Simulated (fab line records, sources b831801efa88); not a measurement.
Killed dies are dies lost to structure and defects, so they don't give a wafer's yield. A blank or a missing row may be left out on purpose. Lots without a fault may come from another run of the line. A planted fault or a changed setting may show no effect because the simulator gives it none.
A struck lot beside a sound one | flow sky130 | 19 steps out of a route of 708
Sound: wafers L965.1, L965.3, L965.4. Struck: wafer L971.1. (L971.5 of the same lot was not struck and is left out.) The cause comes at the end.
At each step with rows: each side's tool, then ch and its chambers, then its first start. Under that, the readings that differ: sound wafers | struck wafers | difference of the means | sigmas: that difference in standard deviations of wafers without a fault.
alike: readings whose means differ by less than 2 such deviations, and words and numbers that are the same on both sides. not compared: withheld readings, readings that some wafer has no value for, bounds like >300 that may hide the same value, and numbers for which the record gives no deviation and whose values overlap.
The two part at a step that has a row with sigmas, a row that says differs or no value, or rows on one side only. Numbers that don't overlap but have no deviation are shown without sigmas and don't part them. A reading that every wafer of one side lacks parts them only if that side has two wafers or more.

SKY_METAL4_STRIP_19: strips in O2/N2.
  sound on plasma_asher-01 ch 0,1, day 43 13:56; struck on plasma_asher-02 ch 0, day 45 00:10
  reading                     | sound       | struck | difference | sigmas
  drypump_motor_current_A (A) | 6.2 6.2 5.3 | 4.8    | -1.1       | -2
  alike: oes_product_au, strip_time_to_endpoint_s
  not compared: rf_hours_counter_h
then, 4 steps without rows for these wafers: SKY_METAL4_STRIP_20 (strips in post etch residue remover, time 1200 s); SKY_METAL4_CLEAN_21 (cleans in IPA, time 180 s); SKY_METAL4_CLEAN_22 (cleans in O3/DIW); SKY_VIA4_HDPCVD_00 (deposits SiO2, target thk 1750 nm, time 291.7 s).
SKY_VIA4_THK_MEAS_01:
  sound on film_metro-03, day 43 14:43; struck on film_metro-04, day 45 00:56
  alike: VIA4_HDPCVD_THK
SKY_VIA4_CMP_02: polishes SiO2.
  sound on cmp-01 ch 0,1,2, day 43 14:46; struck on cmp-01 ch 2, day 45 01:05
  alike: motor_current_A, retaining_ring_pressure_frac
SKY_VIA4_BOW_MEAS_03:
  sound on film_metro-01, day 43 15:04; struck on film_metro-01, day 45 01:17
  alike: VIA4_BOW
then, 4 steps without rows for these wafers: SKY_VIA4_DEHYDRATE_04 (time 60 s); SKY_VIA4_HMDS_05 (prime time 60 s); SKY_VIA4_COAT_06 (resist thk 1140 nm); SKY_VIA4_SOFTBAKE_07 (time 60 s).
SKY_VIA4_EXPOSE_08: exposes mask VIM4, target cd 800 nm.
  sound on iline_stepper-01 ch 0, day 44 02:28; struck on iline_stepper-01 ch 0, day 45 11:42
  alike: mask
then, 2 steps without rows for these wafers: SKY_VIA4_PEB_09; SKY_VIA4_DEVELOP_10 (develop time 60 s).
SKY_VIA4_OVL_MEAS_11:
  sound on overlay-02, day 44 13:06; struck on overlay-01, day 45 22:18
  alike: VIA4_OVL
SKY_VIA4_ETCH_12: etches SiO2 in C4F8/O2/Ar, stops on TiN, target depth 580 nm.
  sound on rie_diel-03 ch 0,2,3, day 44 13:08; struck on rie_diel-04 ch 0, day 45 22:20
  reading               | sound           | struck | difference | sigmas
  model.VIA4.cd_nm (nm) | 801.1 801.7 803 | 833.3  | +31.4      |
  alike: bias_w, oes_product_au
SKY_VIA4_STRIP_13: strips in O2/N2.
  sound on plasma_asher-02 ch 0,1, day 44 13:13; struck on plasma_asher-01 ch 0, day 45 22:24
  alike: drypump_motor_current_A, oes_product_au, strip_time_to_endpoint_s
  not compared: rf_hours_counter_h
-- the record jumps here: 3 days lie between the struck wafers' starts before and after (it left off in module VIA4 and takes up again in module PAD_OPEN, whose first step shown is number 708 of the route) --
SKY_PAD_OPEN_PROBE_99:
  sound on prober-01, day 47 10:35; struck on prober-01, day 48 17:38
  alike: defect_limited_yield, killed_at_M0_to_M3, killed_at_M4_up, killed_at_contacts, killed_at_front_end, killed_at_other, killed_dies, killed_on_rim, killed_open, killed_short, sort_bin_3_pad_short, sort_bin_5_function, sort_bin_6_memory, sort_n_pass, sort_yield_pct
  not compared: model.etest.via4_chain.rc_ohm

WHERE THEY PART
Only at SKY_METAL4_STRIP_19, within this record. Later steps at which nothing parts them and some readings are alike: SKY_VIA4_THK_MEAS_01, SKY_VIA4_CMP_02, SKY_VIA4_BOW_MEAS_03, SKY_VIA4_EXPOSE_08, SKY_VIA4_OVL_MEAS_11, SKY_VIA4_ETCH_12, SKY_VIA4_STRIP_13, SKY_PAD_OPEN_PROBE_99.

WHY: what the simulator had put in
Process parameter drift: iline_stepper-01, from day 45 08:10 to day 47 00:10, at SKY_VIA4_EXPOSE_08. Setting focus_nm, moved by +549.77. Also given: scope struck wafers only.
